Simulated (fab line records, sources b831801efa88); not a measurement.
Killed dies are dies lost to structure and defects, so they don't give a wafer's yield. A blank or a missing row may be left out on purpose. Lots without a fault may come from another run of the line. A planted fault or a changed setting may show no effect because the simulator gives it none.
A struck lot beside a sound one | flow gf180mcu | 28 steps out of a route of 602
Sound: wafers L529.3, L529.4, L529.5. Struck: wafers L541.1, L541.4, L541.6. The cause comes at the end.
At each step with rows: each side's tool, then ch and its chambers, then its first start. Under that, the readings that differ: sound wafers | struck wafers | difference of the means | sigmas: that difference in standard deviations of wafers without a fault.
alike: readings whose means differ by less than 2 such deviations, and words and numbers that are the same on both sides. not compared: withheld readings, readings that some wafer has no value for, bounds like >300 that may hide the same value, and numbers for which the record gives no deviation and whose values overlap.
The two part at a step that has a row with sigmas, a row that says differs or no value, or rows on one side only. Numbers that don't overlap but have no deviation are shown without sigmas and don't part them. A reading that every wafer of one side lacks parts them only if that side has two wafers or more.

GF_POLY_GATE_THK_MEAS_17:
  sound on film_metro-02, day 10 18:37; struck on film_metro-03, day 14 00:25
  alike: POLY_GATE_OXIDATION_THK
GF_POLY_GATE_CD_MEAS_18:
  sound on cd_sem-01, day 10 18:43; struck on cd_sem-02, day 14 00:28
  reading    | sound             | struck            | difference | sigmas
  cd_nm (nm) | 277.8 276.6 277.7 | 281.8 280.7 282.7 | +4.4       | +2
then, 7 steps without rows for these wafers: GF_HV_LDD_DEHYDRATE_00 (time 60 s); GF_HV_LDD_HMDS_01 (prime time 60 s); GF_HV_LDD_COAT_02 (resist thk 1000 nm); GF_HV_LDD_SOFTBAKE_03 (time 60 s); GF_HV_LDD_EXPOSE_04 (exposes mask Nplus LV AREA, target cd 400 nm); GF_HV_LDD_PEB_05; GF_HV_LDD_DEVELOP_06 (develop time 60 s).
GF_HV_LDD_CD_MEAS_07: target cd 400 nm.
  sound on cd_sem-01, day 11 13:05; struck on cd_sem-01, day 14 20:17
  alike: cd_nm
GF_HV_LDD_OVL_MEAS_08:
  sound on overlay-01, day 11 13:10; struck on overlay-02, day 14 20:25
  alike: HV_LDD_OVL
then, 1 step without rows for these wafers: GF_HV_LDD_IMPLANT_09.
GF_HV_LDD_STRIP_10: strips in O2/N2.
  sound on plasma_asher-02 ch 0,1, day 11 13:23; struck on plasma_asher-01 ch 0,1, day 14 20:35
  no value came back on the struck wafers for any of 5 readings (chamber_pressure_mTorr (mTorr), drypump_motor_current_A (A) and others); on the sound wafers chamber_pressure_mTorr (mTorr) reads 1500.7 1502.3 1499.6
  reading                                     | sound | struck           | difference | sigmas
  model.NOVOLAK_of_HV_LDD_COAT_02.thk_nm (nm) | 0 0 0 | 998.1 997.9 1000 | +998.7     |
  not compared: rf_hours_counter_h
GF_HV_LDD_TW_MEAS_11:
  sound on film_metro-01, day 11 13:28; struck on film_metro-01, day 14 20:41
  alike: HV_LDD_TW
then, 7 steps without rows for these wafers: GF_HV_LDD_DEHYDRATE_12 (time 60 s); GF_HV_LDD_HMDS_13 (prime time 60 s); GF_HV_LDD_COAT_14 (resist thk 1000 nm); GF_HV_LDD_SOFTBAKE_15 (time 60 s); GF_HV_LDD_EXPOSE_16 (exposes mask Pplus LV AREA, target cd 400 nm); GF_HV_LDD_PEB_17; GF_HV_LDD_DEVELOP_18 (develop time 60 s).
GF_HV_LDD_CD_MEAS_19: target cd 400 nm.
  sound on cd_sem-02, day 12 07:11; struck on cd_sem-02, day 15 17:08
  alike: cd_nm
GF_HV_LDD_OVL_MEAS_20:
  sound on overlay-01, day 12 07:16; struck on overlay-02, day 15 17:16
  alike: HV_LDD_01_OVL
then, 1 step without rows for these wafers: GF_HV_LDD_IMPLANT_21.
GF_HV_LDD_STRIP_22: strips in O2/N2.
  sound on plasma_asher-02 ch 0,1, day 12 07:29; struck on plasma_asher-04 ch 0,1, day 15 17:26
  reading                      | sound             | struck            | difference | sigmas
  strip_time_to_endpoint_s (s) | 12.61 12.59 12.60 | 27.52 27.53 27.60 | +14.95     | +99 or more
  alike: chamber_pressure_mTorr, drypump_motor_current_A, heater_power_w, oes_product_au
  not compared: rf_hours_counter_h
GF_HV_LDD_TW_MEAS_23:
  sound on film_metro-01, day 12 07:34; struck on film_metro-02, day 15 17:32
  reading     | sound          | struck   | difference | sigmas
  HV_LDD_2_TW | 1070 1075 1072 | 30 30 30 | -1042      | -99 or more
then, 1 step without rows for these wafers: GF_HV_LDD_DEHYDRATE_24 (time 60 s).
-- the record jumps here: 18 days lie between the struck wafers' starts before and after (it left off in module HV_LDD and takes up again in module PASSIVATION, whose first step shown is number 602 of the route) --
GF_PASSIVATION_PROBE_99:
  the record has rows for the struck wafers here (prober-02, day 33 13:24) and none for the sound ones

WHERE THEY PART
First at GF_POLY_GATE_CD_MEAS_18; last, within this record, at GF_PASSIVATION_PROBE_99.

WHY: what the simulator had put in
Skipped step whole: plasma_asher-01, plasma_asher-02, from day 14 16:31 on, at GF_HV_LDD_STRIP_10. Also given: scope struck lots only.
